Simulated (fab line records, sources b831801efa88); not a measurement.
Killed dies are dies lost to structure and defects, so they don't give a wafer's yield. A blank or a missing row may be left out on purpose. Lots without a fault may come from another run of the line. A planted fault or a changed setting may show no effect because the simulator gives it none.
Which tool did it? | flow sky130 | 12 lots, 36 wafers sampled, at 3 steps of a route of 708

WHAT THE GAUGES READ, wafer by wafer
SKY_LOCAL_INTERCONNECT_OVL_MEAS_12.
lot  | measured     | on         | LOCAL_INTERCONNECT_OVL (nm)
L076 | day 30 20:32 | overlay-01 | -5 -11 -4
L077 | day 32 04:37 | overlay-02 | -5 -14 -5
L079 | day 32 11:11 | overlay-02 | -3 -2 1
L081 | day 33 02:32 | overlay-01 | 4 -2 -1
L083 | day 33 16:16 | overlay-01 | -1 -4 -8
L086 | day 34 13:53 | overlay-02 | -4 -7 0
L088 | day 34 21:05 | overlay-02 | 7 7 -1
L089 | day 35 08:29 | overlay-01 | -4 -10 -2
L091 | day 35 23:50 | overlay-02 | -2 1 -1
L093 | day 36 11:34 | overlay-01 | -3 7 13
L095 | day 37 05:17 | overlay-02 | -1 7 0
L097 | day 38 04:24 | overlay-02 | 3 3 -3

WHICH TOOL RAN EACH LOT (tool, then ch and the chambers of the sampled wafers, then the start)
lot  | SKY_POLY_GATE_ETCH_17            | SKY_LI_CONTACT_STRIP_16
L076 | rie_si-02 ch 1,2,3, day 16 23:27 | plasma_asher-01 ch 0, day 29 15:44
L077 | rie_si-02 ch 2,3, day 17 23:37   | plasma_asher-03 ch 0,1, day 31 00:36
L079 | rie_si-01 ch 0,2,3, day 18 14:18 | plasma_asher-04 ch 0,1, day 31 06:26
L081 | rie_si-02 ch 0,1,3, day 19 06:55 | plasma_asher-03 ch 0,1, day 31 20:50
L083 | rie_si-02 ch 0,1, day 19 17:36   | plasma_asher-01 ch 0,1, day 32 10:36
L086 | rie_si-02 ch 1,2,3, day 20 23:38 | plasma_asher-01 ch 0,1, day 33 09:47
L088 | rie_si-02 ch 0,1, day 21 09:55   | plasma_asher-01 ch 0,1, day 33 16:39
L089 | rie_si-02 ch 0,1,3, day 21 21:51 | plasma_asher-01 ch 0,1, day 34 04:02
L091 | rie_si-02 ch 1,2,3, day 22 11:11 | plasma_asher-03 ch 0,1, day 34 19:53
L093 | rie_si-02 ch 0,1,2, day 23 01:32 | plasma_asher-03 ch 0,1, day 35 07:45
L095 | rie_si-02 ch 1,2,3, day 24 00:25 | plasma_asher-01 ch 0,1, day 36 01:52
L097 | rie_si-02 ch 0,1,2, day 25 01:14 | plasma_asher-03 ch 0,1, day 37 01:51
- SKY_POLY_GATE_ETCH_17: etches poly-Si in HBr/Cl2, stops on SiO2, target depth 180 nm, time 70.5 s.
- SKY_LI_CONTACT_STRIP_16: strips in O2/N2.

THE ANSWER, worked out from the rows above alone
Rule: what is usual is taken from the lots themselves. Put in order of their means at a reading, lots are off if they are a third of the lots or fewer, leave a main group of 4 or more, and stand apart from it by a gap of 3 or more times the standard deviation of the main group's means; of several such gaps the widest counts. A main group whose means are all the same, to the digits that the tables above print for the reading, isn't used. A lot without any number at a reading at which 4 lots or more have one is off too. The other lots that the step has rows for count as sound.
No lot is off at any reading shown: from this, nothing can be told.

WHAT THE SIMULATOR HAD PUT IN
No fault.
